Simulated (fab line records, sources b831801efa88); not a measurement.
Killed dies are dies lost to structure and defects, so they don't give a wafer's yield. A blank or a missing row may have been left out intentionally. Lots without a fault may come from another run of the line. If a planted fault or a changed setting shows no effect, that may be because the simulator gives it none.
fab line records	flow sky130
record lots=24	wafers=72	last_day=50
route steps=708 shown SD_P@359 LI_CONTACT@374 METAL1@449 VIA2@523 VIA4@650
lots that met no fault: taken from a fault-free run of the same line
start_h: hours from the record's first day to the start of the lot's first wafer shown	wait_h: hours elapsed since this lot's preceding step	" unchanged from the row above	L1.1+2: a row that stands for several wafers	- no value present, or no start provided	* or withheld: withheld	< > ~ a bound
route shown NAME@n: a module of which the file shows steps, and the number in the route of the first	usual: the fault-free wafers' mean and standard deviation	same: alike in all rows	chamber/n: place in a boat	sites: readings site by site	_std_site: their standard deviation	_edge_site: inner sites' mean taken away from outer sites' mean	radius_mm: for every site, how far away it sits from the centre of the wafer	mask NAME#n: copy n	behind: the last tool/chamber to shape the wafer	hold: reason for holding the lot/hours on hold/outcome of the hold	device: the n, p or np transistor that did not switch	end of line: tests run on the same wafers once the route is complete	for a step that has no rows: nothing shown but its recipe	killed: not the wafer's yield, but the dies lost to structure and defects at the first sort	map: shows each die of a wafer: x if killed, . if not, _ if none is there
set.NAME: the setting the step ran with; set.NAME@STEP: the setting that earlier step ran with	model.NAME: the simulator's own value behind a step, which no gauge read
route steps across a sampled set of lots; one table per step, one row per wafer
services: when a tool's chamber went out of use (start_h, in hours from the record's first day, below 0 if earlier), for how many hours, and the reason
## steps
# step SKY_SD_N_RS_MEAS_17
# recipe thk_meas_gauge=four-point-probe
# usual SD_P_RS=147.1/0.36
lot.wafer	tool	chamber	start_h	wait_h	SD_P_RS[ohm/sq]
L074.2	film_metro-04	-	642.96	0.1	147.0
L074.4	"	-	"	"	147.0
L074.5	"	-	"	"	147.1
L075.1	film_metro-03	-	654.94	0.1	147.5
L075.2	"	-	"	"	147.6
L075.4	"	-	"	"	147.0
L076.1	film_metro-04	-	658.98	0.1	147.5
L076.3	"	-	"	"	147.0
L076.6	"	-	"	"	146.9
L077.1	film_metro-03	-	668.49	0.1	147.5
L077.5	"	-	"	"	147.4
L077.6	"	-	"	"	147.6
L078.1	film_metro-03	-	677.37	0.1	147.3
L078.3	"	-	"	"	146.7
L078.6	"	-	"	"	147.3
L079.3	film_metro-04	-	679.86	0.1	147.2
L079.4	"	-	"	"	146.9
L079.6	"	-	"	"	147.3
L080.1	film_metro-04	-	693.80	0.1	147.0
L080.3	"	-	"	"	147.1
L080.4	"	-	"	"	147.0
L081.2	film_metro-01	-	706.87	0.1	147.7
L081.4	"	-	"	"	147.8
L081.6	"	-	"	"	147.5
L082.3	film_metro-04	-	710.64	0.1	145.8
L082.4	"	-	"	"	146.3
L082.6	"	-	"	"	146.6
L083.4	film_metro-03	-	728.00	0.1	147.5
L083.5	"	-	"	"	147.1
L083.6	"	-	"	"	147.4
L084.1	film_metro-04	-	736.80	0.1	147.6
L084.3	"	-	"	"	147.5
L084.6	"	-	"	"	147.4
L086.1	film_metro-04	-	742.05	0.1	147.0
L086.2	"	-	"	"	146.9
L086.4	"	-	"	"	147.2
L085.1	film_metro-03	-	743.24	0.1	147.7
L085.3	"	-	"	"	146.8
L085.6	"	-	"	"	147.1
L087.1	film_metro-01	-	752.24	0.1	147.1
L087.2	"	-	"	"	146.9
L087.3	"	-	"	"	146.9
L088.3	film_metro-04	-	755.67	0.1	146.4
L088.4	"	-	"	"	146.9
L088.5	"	-	"	"	146.9
L089.1	film_metro-01	-	773.75	0.1	147.4
L089.3	"	-	"	"	147.2
L089.5	"	-	"	"	147.2
L090.1	film_metro-04	-	780.02	0.1	146.4
L090.3	"	-	"	"	146.7
L090.6	"	-	"	"	147.0
L091.3	film_metro-01	-	789.48	0.1	147.2
L091.5	"	-	"	"	147.2
L091.6	"	-	"	"	147.3
L092.1	film_metro-01	-	790.44	0.1	147.2
L092.2	"	-	"	"	147.5
L092.5	"	-	"	"	147.3
L093.2	film_metro-01	-	795.51	0.1	147.0
L093.5	"	-	"	"	146.9
L093.6	"	-	"	"	147.0
L094.1	film_metro-04	-	800.99	0.1	146.9
L094.4	"	-	"	"	147.0
L094.6	"	-	"	"	146.8
L095.2	film_metro-01	-	811.01	0.1	147.2
L095.3	"	-	"	"	146.8
L095.6	"	-	"	"	147.1
L096.2	film_metro-03	-	817.22	0.1	146.8
L096.3	"	-	"	"	147.0
L096.6	"	-	"	"	147.2
L097.1	film_metro-01	-	821.05	0.1	147.2
L097.4	"	-	"	"	147.6
L097.6	"	-	"	"	147.5
# step SKY_LI_CONTACT_CD_MEAS_12
# recipe target_cd_nm=170
# usual cd_nm=170.0/1.6
lot.wafer	tool	chamber	start_h	wait_h	cd_nm
L074.2	cd_sem-01	-	672.56	-	170.1
L074.4	"	-	"	"	170.8
L074.5	"	-	"	"	171.5
L075.1	cd_sem-01	-	683.99	-	170.5
L075.2	"	-	"	"	171.0
L075.4	"	-	"	"	171.2
L076.1	cd_sem-01	-	688.19	-	171.7
L076.3	"	-	"	"	172.0
L076.6	"	-	"	"	171.0
L077.1	cd_sem-01	-	697.26	-	167.7
L077.5	"	-	"	"	168.4
L077.6	"	-	"	"	168.2
L078.1	cd_sem-02	-	706.29	-	169.9
L078.3	"	-	"	"	170.0
L078.6	"	-	"	"	171.0
L079.3	cd_sem-01	-	707.98	-	169.8
L079.4	"	-	"	"	169.7
L079.6	"	-	"	"	169.1
L080.1	cd_sem-02	-	721.69	-	173.0
L080.3	"	-	"	"	170.9
L080.4	"	-	"	"	171.4
L081.2	cd_sem-02	-	734.61	-	170.5
L081.4	"	-	"	"	169.8
L081.6	"	-	"	"	171.4
L082.3	cd_sem-02	-	738.18	-	167.4
L082.4	"	-	"	"	169.2
L082.6	"	-	"	"	167.8
L083.4	cd_sem-01	-	755.45	-	168.2
L083.5	"	-	"	"	168.4
L083.6	"	-	"	"	168.7
L084.1	cd_sem-01	-	763.74	-	170.2
L084.3	"	-	"	"	169.7
L084.6	"	-	"	"	169.6
L086.1	cd_sem-01	-	769.39	-	170.3
L086.2	"	-	"	"	167.8
L086.4	"	-	"	"	168.5
L085.1	cd_sem-01	-	770.44	-	170.0
L085.3	"	-	"	"	170.0
L085.6	"	-	"	"	170.2
L087.1	cd_sem-02	-	779.76	-	169.6
L087.2	"	-	"	"	168.7
L087.3	"	-	"	"	169.1
L088.3	cd_sem-02	-	783.88	-	168.0
L088.4	"	-	"	"	170.2
L088.5	"	-	"	"	169.0
L089.1	cd_sem-01	-	800.19	-	169.4
L089.3	"	-	"	"	167.2
L089.5	"	-	"	"	168.9
L090.1	cd_sem-01	-	807.04	-	168.9
L090.3	"	-	"	"	168.4
L090.6	"	-	"	"	168.8
L091.3	cd_sem-02	-	816.03	-	168.4
L091.5	"	-	"	"	169.9
L091.6	"	-	"	"	169.9
L092.1	cd_sem-01	-	817.54	-	171.2
L092.2	"	-	"	"	171.5
L092.5	"	-	"	"	169.2
L093.2	cd_sem-02	-	823.11	-	172.1
L093.5	"	-	"	"	172.4
L093.6	"	-	"	"	172.5
L094.1	cd_sem-01	-	827.64	-	171.7
L094.4	"	-	"	"	172.6
L094.6	"	-	"	"	173.2
L095.2	cd_sem-01	-	837.76	-	171.9
L095.3	"	-	"	"	170.5
L095.6	"	-	"	"	171.4
L096.2	cd_sem-01	-	844.41	-	168.9
L096.3	"	-	"	"	168.8
L096.6	"	-	"	"	168.0
L097.1	cd_sem-01	-	848.09	-	169.8
L097.4	"	-	"	"	169.8
L097.6	"	-	"	"	169.4
# step SKY_LI_CONTACT_RS_MEAS_22
# recipe thk_meas_gauge=four-point-probe	reads=W_of_LI_CONTACT_CVD_21+TiN_of_LI_CONTACT_SPUTTER_20+Ti_of_LI_CONTACT_SPUTTER_19
# usual LI_CONTACT_W_RS=0.284/0.0046
lot.wafer	tool	chamber	start_h	wait_h	LI_CONTACT_W_RS[ohm/sq]
L074.2	film_metro-03	-	673.40	0.1	0.282
L074.4	"	-	"	"	0.281
L074.5	"	-	"	"	0.289
L075.1	film_metro-04	-	684.83	0.1	0.291
L075.2	"	-	"	"	0.282
L075.4	"	-	"	"	0.280
L076.1	film_metro-01	-	689.03	0.1	0.281
L076.3	"	-	"	"	0.288
L076.6	"	-	"	"	0.287
L077.1	film_metro-04	-	698.10	0.1	0.281
L077.5	"	-	"	"	0.288
L077.6	"	-	"	"	0.283
L078.1	film_metro-04	-	707.13	0.1	0.288
L078.3	"	-	"	"	0.293
L078.6	"	-	"	"	0.293
L079.3	film_metro-01	-	708.82	0.1	0.284
L079.4	"	-	"	"	0.290
L079.6	"	-	"	"	0.289
L080.1	film_metro-04	-	722.63	0.1	0.282
L080.3	"	-	"	"	0.278
L080.4	"	-	"	"	0.289
L081.2	film_metro-01	-	735.46	0.1	0.279
L081.4	"	-	"	"	0.287
L081.6	"	-	"	"	0.286
L082.3	film_metro-04	-	739.03	0.1	0.277
L082.4	"	-	"	"	0.291
L082.6	"	-	"	"	0.280
L083.4	film_metro-01	-	756.29	0.1	0.278
L083.5	"	-	"	"	0.286
L083.6	"	-	"	"	0.276
L084.1	film_metro-03	-	764.58	0.1	0.285
L084.3	"	-	"	"	0.285
L084.6	"	-	"	"	0.275
L086.1	film_metro-03	-	770.28	0.1	0.287
L086.2	"	-	"	"	0.282
L086.4	"	-	"	"	0.280
L085.1	film_metro-03	-	771.29	0.1	0.281
L085.3	"	-	"	"	0.289
L085.6	"	-	"	"	0.290
L087.1	film_metro-03	-	780.64	0.1	0.280
L087.2	"	-	"	"	0.288
L087.3	"	-	"	"	0.280
L088.3	film_metro-04	-	784.72	0.1	0.281
L088.4	"	-	"	"	0.283
L088.5	"	-	"	"	0.283
L089.1	film_metro-01	-	801.05	0.1	0.290
L089.3	"	-	"	"	0.289
L089.5	"	-	"	"	0.279
L090.1	film_metro-01	-	807.88	0.1	0.287
L090.3	"	-	"	"	0.288
L090.6	"	-	"	"	0.287
L091.3	film_metro-01	-	816.87	0.1	0.278
L091.5	"	-	"	"	0.278
L091.6	"	-	"	"	0.290
L092.1	film_metro-03	-	818.40	0.1	0.284
L092.2	"	-	"	"	0.289
L092.5	"	-	"	"	0.287
L093.2	film_metro-03	-	823.97	0.1	0.279
L093.5	"	-	"	"	0.291
L093.6	"	-	"	"	0.282
L094.1	film_metro-01	-	828.48	0.1	0.277
L094.4	"	-	"	"	0.285
L094.6	"	-	"	"	0.277
L095.2	film_metro-01	-	838.60	0.1	0.285
L095.3	"	-	"	"	0.285
L095.6	"	-	"	"	0.290
L096.2	film_metro-01	-	845.25	0.1	0.282
L096.3	"	-	"	"	0.282
L096.6	"	-	"	"	0.284
L097.1	film_metro-01	-	848.95	0.1	0.277
L097.4	"	-	"	"	0.277
L097.6	"	-	"	"	0.278
# step SKY_METAL1_CD_MEAS_15
# recipe target_cd_nm=140
# usual cd_nm=138.8/1.7
lot.wafer	tool	chamber	start_h	wait_h	cd_nm
L074.2	cd_sem-02	-	759.46	-	140.0
L074.4	"	-	"	"	138.7
L074.5	"	-	"	"	139.0
L075.1	cd_sem-02	-	769.74	-	138.7
L075.2	"	-	"	"	139.2
L075.4	"	-	"	"	139.1
L076.1	cd_sem-01	-	774.17	-	140.3
L076.3	"	-	"	"	138.3
L076.6	"	-	"	"	137.9
L077.1	cd_sem-01	-	783.52	-	138.3
L077.5	"	-	"	"	138.4
L077.6	"	-	"	"	138.3
L078.1	cd_sem-02	-	791.94	-	137.4
L078.3	"	-	"	"	136.2
L078.6	"	-	"	"	137.1
L079.3	cd_sem-01	-	793.88	-	137.8
L079.4	"	-	"	"	136.6
L079.6	"	-	"	"	135.9
L080.1	cd_sem-01	-	805.89	-	139.8
L080.3	"	-	"	"	138.7
L080.4	"	-	"	"	141.0
L081.2	cd_sem-02	-	819.81	-	139.8
L081.4	"	-	"	"	139.9
L081.6	"	-	"	"	139.2
L082.3	cd_sem-01	-	823.53	-	141.4
L082.4	"	-	"	"	141.7
L082.6	"	-	"	"	141.4
L083.4	cd_sem-02	-	839.78	-	140.4
L083.5	"	-	"	"	140.8
L083.6	"	-	"	"	140.7
L084.1	cd_sem-02	-	848.44	-	137.4
L084.3	"	-	"	"	136.1
L084.6	"	-	"	"	137.5
L086.1	cd_sem-02	-	853.22	-	137.9
L086.2	"	-	"	"	138.5
L086.4	"	-	"	"	138.2
L085.1	cd_sem-01	-	855.29	-	137.2
L085.3	"	-	"	"	140.1
L085.6	"	-	"	"	140.0
L087.1	cd_sem-01	-	862.64	-	137.8
L087.2	"	-	"	"	138.3
L087.3	"	-	"	"	139.0
L088.3	cd_sem-01	-	866.58	-	135.9
L088.4	"	-	"	"	136.9
L088.5	"	-	"	"	137.1
L089.1	cd_sem-02	-	883.67	-	141.3
L089.3	"	-	"	"	140.7
L089.5	"	-	"	"	139.9
L090.1	cd_sem-02	-	888.89	-	138.4
L090.3	"	-	"	"	138.0
L090.6	"	-	"	"	139.3
L091.3	cd_sem-01	-	897.36	-	135.6
L091.5	"	-	"	"	135.9
L091.6	"	-	"	"	134.7
L092.1	cd_sem-01	-	900.54	-	140.1
L092.2	"	-	"	"	139.1
L092.5	"	-	"	"	141.4
L093.2	cd_sem-01	-	905.06	-	138.1
L093.5	"	-	"	"	138.7
L093.6	"	-	"	"	137.4
L094.1	cd_sem-01	-	909.19	-	139.3
L094.4	"	-	"	"	140.6
L094.6	"	-	"	"	141.8
L095.2	cd_sem-01	-	919.34	-	140.8
L095.3	"	-	"	"	141.2
L095.6	"	-	"	"	141.1
L096.2	cd_sem-02	-	925.56	-	138.3
L096.3	"	-	"	"	137.7
L096.6	"	-	"	"	136.4
L097.1	cd_sem-01	-	928.94	-	139.5
L097.4	"	-	"	"	138.3
L097.6	"	-	"	"	138.3
# step SKY_VIA2_STRIP_16
# recipe chemistry=O2/N2	power_w=1400	pressure_mtorr=1500	platen_temp_c=withheld	o2_flow_sccm=3000	n2_flow_sccm=300	overash_fraction=0.5
# usual drypump_motor_current_A=5.7/0.34	oes_product_au=0.399/0.0049	strip_time_to_endpoint_s=4.061/0.03
lot.wafer	tool	chamber	start_h	wait_h	drypump_motor_current_A	oes_product_au	rf_hours_counter_h	strip_time_to_endpoint_s
L074.2	plasma_asher-03	0	842.98	0.0	5.5	0.401	98	4.060
L074.4	"	0	"	"	5.6	0.393	-	4.026
L074.5	"	0	"	"	5.5	0.404	-	4.070
L075.1	plasma_asher-04	1	853.25	0.0	5.5	0.405	75	4.062
L075.2	"	0	"	"	5.5	0.396	75	4.036
L075.4	"	0	"	"	5.5	0.404	-	4.072
L076.1	plasma_asher-01	0	855.90	0.0	5.9	0.398	11	4.076
L076.3	"	1	"	"	5.4	0.399	-	4.104
L076.6	"	0	"	"	5.9	0.397	-	4.082
L077.1	plasma_asher-03	1	867.40	0.0	6.4	0.407	100	4.094
L077.5	"	0	"	"	5.5	0.401	-	4.099
L077.6	"	1	"	"	6.4	0.395	-	4.074
L078.1	plasma_asher-01	1	874.35	0.0	5.4	0.399	13	4.046
L078.3	"	0	"	"	5.9	0.401	-	4.080
L078.6	"	1	"	"	5.3	0.395	-	4.055
L079.3	plasma_asher-03	1	877.08	0.1	6.3	0.400	-	3.993
L079.4	"	0	"	"	5.5	0.399	-	4.066
L079.6	"	1	"	"	6.4	0.398	-	4.048
L080.1	plasma_asher-03	1	888.20	0.0	6.4	0.399	102	4.096
L080.3	"	1	"	"	6.4	0.399	-	4.078
L080.4	"	0	"	"	5.6	0.398	-	4.077
L081.2	plasma_asher-03	0	901.70	0.0	5.5	0.398	103	4.062
L081.4	"	1	"	"	6.4	0.398	-	4.110
L081.6	"	0	"	"	5.6	0.401	-	4.050
L082.3	plasma_asher-04	0	906.27	0.1	5.6	0.391	-	4.113
L082.4	"	1	"	"	5.5	0.399	-	4.077
L082.6	"	1	"	"	5.5	0.407	-	4.084
L083.4	plasma_asher-03	1	922.07	0.1	6.4	0.386	-	4.109
L083.5	"	0	"	"	5.5	0.393	-	4.048
L083.6	"	1	"	"	6.4	0.400	-	4.090
L084.1	plasma_asher-01	1	929.68	0.0	5.3	0.406	19	4.088
L084.3	"	0	"	"	5.9	0.396	-	4.056
L084.6	"	0	"	"	5.9	0.400	-	4.030
L086.1	plasma_asher-01	1	934.13	0.0	5.4	0.391	19	4.026
L086.2	"	0	"	"	5.9	0.399	19	4.056
L086.4	"	1	"	"	5.3	0.404	-	4.049
L085.1	plasma_asher-01	0	935.35	0.0	5.9	0.395	19	4.040
L085.3	"	1	"	"	5.4	0.398	-	4.100
L085.6	"	1	"	"	5.3	0.395	-	4.037
L087.1	plasma_asher-01	0	942.10	0.0	5.9	0.403	20	4.021
L087.2	"	1	"	"	5.4	0.395	20	4.041
L087.3	"	0	"	"	5.9	0.393	-	4.042
L088.3	plasma_asher-04	1	945.64	0.1	5.5	0.397	-	4.030
L088.4	"	0	"	"	5.5	0.394	-	4.060
L088.5	"	1	"	"	5.6	0.405	-	4.007
L089.1	plasma_asher-04	1	964.40	0.0	5.5	0.408	87	4.059
L089.3	"	1	"	"	5.5	0.400	-	4.051
L089.5	"	1	"	"	5.5	0.400	-	3.997
L090.1	plasma_asher-01	0	967.68	0.0	5.9	0.399	23	4.094
L090.3	"	0	"	"	5.9	0.402	-	4.067
L090.6	"	0	"	"	5.9	0.398	-	4.064
L091.3	plasma_asher-01	1	973.88	0.1	5.4	0.400	-	4.072
L091.5	"	0	"	"	5.9	0.393	-	4.090
L091.6	"	1	"	"	5.4	0.393	-	4.058
L092.1	plasma_asher-04	0	978.40	0.0	5.6	0.405	88	4.036
L092.2	"	1	"	"	5.5	0.397	88	4.060
L092.5	"	1	"	"	5.5	0.409	-	4.073
L093.2	plasma_asher-01	0	987.18	0.0	5.9	0.413	25	4.101
L093.5	"	1	"	"	5.4	0.398	-	4.134
L093.6	"	0	"	"	5.9	0.399	-	4.094
L094.1	plasma_asher-01	0	988.50	0.0	5.9	0.405	25	4.065
L094.4	"	0	"	"	5.9	0.402	-	4.064
L094.6	"	1	"	"	5.3	0.401	-	4.078
L095.2	plasma_asher-01	0	995.60	0.0	5.9	0.400	26	4.042
L095.3	"	0	"	"	5.9	0.402	-	4.085
L095.6	"	0	"	"	5.9	0.398	-	4.027
L096.2	plasma_asher-01	1	1000.18	0.0	5.4	0.402	27	4.060
L096.3	"	0	"	"	5.9	0.400	-	4.071
L096.6	"	0	"	"	5.9	0.392	-	4.030
L097.1	plasma_asher-03	1	1010.95	0.0	6.4	0.394	116	4.026
L097.4	"	1	"	"	6.4	0.405	-	4.082
L097.6	"	0	"	"	5.5	0.399	-	4.108
# step SKY_VIA4_OVL_MEAS_11
# usual VIA4_OVL=0.3/1.1
lot.wafer	tool	chamber	start_h	wait_h	VIA4_OVL[nm]
L074.2	overlay-02	-	996.45	0.1	0.8
L074.4	"	-	"	"	-0.6
L074.5	"	-	"	"	0.1
L075.1	overlay-01	-	1010.99	0.1	-0.1
L075.2	"	-	"	"	-1.0
L075.4	"	-	"	"	-2.5
L076.1	overlay-01	-	1011.69	0.1	0.4
L076.3	"	-	"	"	-1.1
L076.6	"	-	"	"	-0.8
L077.1	overlay-01	-	1019.69	0.1	0.5
L077.5	"	-	"	"	1.2
L077.6	"	-	"	"	0.3
L078.1	overlay-02	-	1025.19	0.1	1.4
L078.3	"	-	"	"	0.5
L078.6	"	-	"	"	1.0
L079.3	overlay-02	-	1034.46	0.1	0.8
L079.4	"	-	"	"	-0.8
L079.6	"	-	"	"	1.7
L080.1	overlay-02	-	1041.39	0.1	-0.4
L080.3	"	-	"	"	-0.3
L080.4	"	-	"	"	-0.2
L081.2	overlay-01	-	1050.89	0.1	0.0
L081.4	"	-	"	"	1.2
L081.6	"	-	"	"	-0.1
L082.3	overlay-02	-	1052.50	0.1	0.3
L082.4	"	-	"	"	1.9
L082.6	"	-	"	"	0.0
L083.4	overlay-02	-	1067.81	0.1	-1.2
L083.5	"	-	"	"	-0.3
L083.6	"	-	"	"	0.2
L084.1	overlay-02	-	1077.59	0.1	0.7
L084.3	"	-	"	"	-0.2
L084.6	"	-	"	"	0.0
L086.1	overlay-01	-	1080.89	0.1	1.4
L086.2	"	-	"	"	0.9
L086.4	"	-	"	"	0.6
L085.1	overlay-01	-	1082.79	0.1	-1.3
L085.3	"	-	"	"	0.3
L085.6	"	-	"	"	-0.3
L087.1	overlay-01	-	1085.84	0.1	0.8
L087.2	"	-	"	"	-1.1
L087.3	"	-	"	"	-0.8
L088.3	overlay-01	-	1089.50	0.1	1.8
L088.4	"	-	"	"	0.5
L088.5	"	-	"	"	-0.2
L089.1	overlay-01	-	1104.69	0.1	-0.2
L089.3	"	-	"	"	0.6
L089.5	"	-	"	"	1.8
L090.1	overlay-01	-	1108.79	0.1	0.3
L090.3	"	-	"	"	-3.3
L090.6	"	-	"	"	1.1
L091.3	overlay-02	-	1112.80	0.1	0.6
L091.5	"	-	"	"	-1.2
L091.6	"	-	"	"	-0.4
L092.1	overlay-02	-	1115.54	0.1	2.1
L092.2	"	-	"	"	2.2
L092.5	"	-	"	"	1.6
L093.2	overlay-02	-	1122.35	0.1	-0.5
L093.5	"	-	"	"	-0.6
L093.6	"	-	"	"	-1.3
L094.1	overlay-01	-	1122.59	0.1	1.5
L094.4	"	-	"	"	0.8
L094.6	"	-	"	"	0.9
L095.2	overlay-02	-	1132.20	0.1	-0.5
L095.3	"	-	"	"	0.5
L095.6	"	-	"	"	0.7
L096.2	overlay-01	-	1133.99	0.1	1.5
L096.3	"	-	"	"	0.5
L096.6	"	-	"	"	0.8
L097.1	overlay-02	-	1140.49	0.1	-1.6
L097.4	"	-	"	"	-1.3
L097.6	"	-	"	"	-2.1
## services
tool	chamber	start_h	hours	kind
plasma_asher-03	-	851.58	0.6	repair
plasma_asher-01	-	977.68	5.4	repair
plasma_asher-04	-	990.86	10.1	repair
## key
fault none
